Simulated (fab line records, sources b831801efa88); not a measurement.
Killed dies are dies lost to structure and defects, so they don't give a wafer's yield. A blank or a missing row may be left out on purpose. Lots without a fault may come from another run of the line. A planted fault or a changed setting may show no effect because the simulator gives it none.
Chamber matching | flow sky130 | SKY_POLY_GATE_ETCH_15 on rie_diel-03: 4 sister chambers
The step etches BARC in N2/H2, stops on SiO2, time 118.5 s, target depth 110 nm. 4 wafers are shown with their chamber, then 8 later ones without.

WAFERS WITH THEIR CHAMBER
wafer  | chamber | oes_product_au (a.u.)
L836.4 | 1       | 0.714
L839.3 | 3       | 0.716
L839.5 | 2       | 0.713
L846.1 | 0       | 0.725

WAFERS WITHOUT THEIR CHAMBER
wafer  | oes_product_au (a.u.)
L846.4 | 0.712
L846.6 | 0.720
L849.2 | 0.709
L849.3 | 0.718
L849.6 | 0.707
L857.1 | 0.715
L857.2 | 0.706
L857.4 | 0.713

WHICH CHAMBER EACH WENT THROUGH
wafer  | from the rows above               | in truth
L846.4 | can't be placed: 2 or 1 or 3      | 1
L846.6 | can't be placed: 3 or 0 or 1 or 2 | 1
L849.2 | can't be placed: 2 or 1 or 3      | 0
L849.3 | can't be placed: 3 or 1 or 2 or 0 | 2
L849.6 | can't be placed: 2 or 1 or 3      | 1
L857.1 | can't be placed: 1 or 3 or 2      | 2
L857.2 | can't be placed: 2 or 1 or 3      | 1
L857.4 | can't be placed: 2 or 1 or 3      | 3
Placed correctly: 0 of 8. Can't be placed from these rows: 8 (the true chamber is among the candidates in 7). Placed wrongly: 0.
How it was worked out, from the rows above alone: a wafer's distance from a chamber is the root of the sum, over the readings, of the square of ((its reading less the chamber's mean) divided by the reading's scatter). The wafer belongs to the nearest chamber; if the next one is less than 2 further off, it can't be placed. A chamber's mean is the mean of its shown wafers. The scatter: with one shown wafer a chamber, the root of the mean of the squares of how far each hidden wafer lies from its nearest shown one.
